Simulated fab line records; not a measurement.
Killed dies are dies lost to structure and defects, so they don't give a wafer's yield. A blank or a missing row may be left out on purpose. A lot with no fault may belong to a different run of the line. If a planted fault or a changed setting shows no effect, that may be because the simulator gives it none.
Problem report in the 8D (eight disciplines) form, filled by code :: flow sky130 :: the parts of the form that need people (team, actions taken, sign-off) are left out

## 1. WHAT WENT WRONG
Wafers without a fault read 900 C, standard deviation 0.083; tube_center_temp_C at SKY_GATE_OXIDE_OXIDATION_01 reads a mean of 894 C on 6 wafers belonging to 2 lots. That is -73 standard deviations from the usual mean.
The step: stabilise 600 s, purge 300 s, target thk 10.268 nm.
Earliest sighting: wafer L870.2 on furnace-01 at day 16 18:43. The record holds 33 wafers of 11 lots with a number at this step. Rule for "out", or "out of limits": more than 4 standard deviations from the usual mean. The rest of the wafers with a number are treated as sound.

## 2. WHAT IT IS; WHAT IT IS NOT
question: which readings at this step
is: tube_center_temp_C, spike_tc_centre_C, spike_tc_lower_C, spike_tc_top_C, spike_tc_upper_C, tube_center_temp_C_max
is not: spike_tc_bottom_C, zone_power_centre_pct

question: which lots
is: L870, L871
is not: L859, L861, L863, L864, L878, L879, L880, L881, L882

question: which wafers of those lots
is: all that have a number
is not: -

question: read on which tools
is: furnace-01
is not: furnace-02

question: when
is: from day 16 18:43
is not: up to then (12 sound wafers); but 15 sound wafers of L878, L879, L880, L881, L882 came after

## 3. THE SUSPECTS, EACH WITH WHAT RULES IT OUT
Counting: a tool at a process step up to the reading stays a suspect if it ran every lot that is out and no sound lot after the first of them.
- plasma_asher-01 at SKY_VT_ADJUST_NCORE_STRIP_10 (strips in O2/N2): kept. It ran every lot that is out, first L870 (day 11 19:35), and no sound lot after that.
- furnace-01 at SKY_GATE_OXIDE_OXIDATION_01 (stabilise 600 s, purge 300 s, target thk 10.268 nm): ruled out as a lasting fault. Sound lots L878, L879, L881, L880 ran on it after its first lot that is out, L870 (day 16 18:43).
Left after counting: plasma_asher-01 at SKY_VT_ADJUST_NCORE_STRIP_10.

## 4. THE CAUSE (what the simulator had put in)
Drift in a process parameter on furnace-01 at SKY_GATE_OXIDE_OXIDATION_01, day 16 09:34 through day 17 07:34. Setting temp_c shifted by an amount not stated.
Counting ruled it out, wrongly.

## 5. THE CHAIN OF EFFECTS, in route order
Each row: a reading whose mean over the struck wafers that have a number lies more than 3 standard deviations from the usual. Scope: only readings with a usual standard deviation given in the record; hours: median across lots of the time from each lot's start at the first step in this table that gives one to its start at this step; sigmas: change in usual standard deviations.
hours: 0
step: SKY_GATE_OXIDE_OXIDATION_01
reading: spike_tc_centre_C
usual: 899.7 C
on struck wafers: 893.7
change: -6.0
sigmas: -6.4

hours: 0
step: SKY_GATE_OXIDE_OXIDATION_01
reading: spike_tc_lower_C
usual: 899.5 C
on struck wafers: 892.8
change: -6.7
sigmas: -6.9

hours: 0
step: SKY_GATE_OXIDE_OXIDATION_01
reading: spike_tc_top_C
usual: 911.7 C
on struck wafers: 905.0
change: -6.7
sigmas: -5.5

hours: 0
step: SKY_GATE_OXIDE_OXIDATION_01
reading: spike_tc_upper_C
usual: 901.5 C
on struck wafers: 895.5
change: -6.0
sigmas: -6.0

hours: 0
step: SKY_GATE_OXIDE_OXIDATION_01
reading: tube_center_temp_C
usual: 900 C
on struck wafers: 894
change: -6
sigmas: -73

hours: 0
step: SKY_GATE_OXIDE_OXIDATION_01
reading: tube_center_temp_C_max
usual: 902.3
on struck wafers: 896.1
change: -6.2
sigmas: -17

hours: 1
step: SKY_GATE_OXIDE_THK_MEAS_02
reading: GATE_OXIDE_OXIDATION_00_THK
usual: 10.19 nm
on struck wafers: 9.68
change: -0.51
sigmas: -3.2
It contains these process steps:
- SKY_GATE_OXIDE_OXIDATION_01: stabilise 600 s, purge 300 s, target thk 10.268 nm.

## 6. HOW IT WOULD HAVE BEEN CAUGHT EARLIER
The fault began at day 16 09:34; the first out-of-limits reading in this record came at day 16 18:43, 9 hours later.
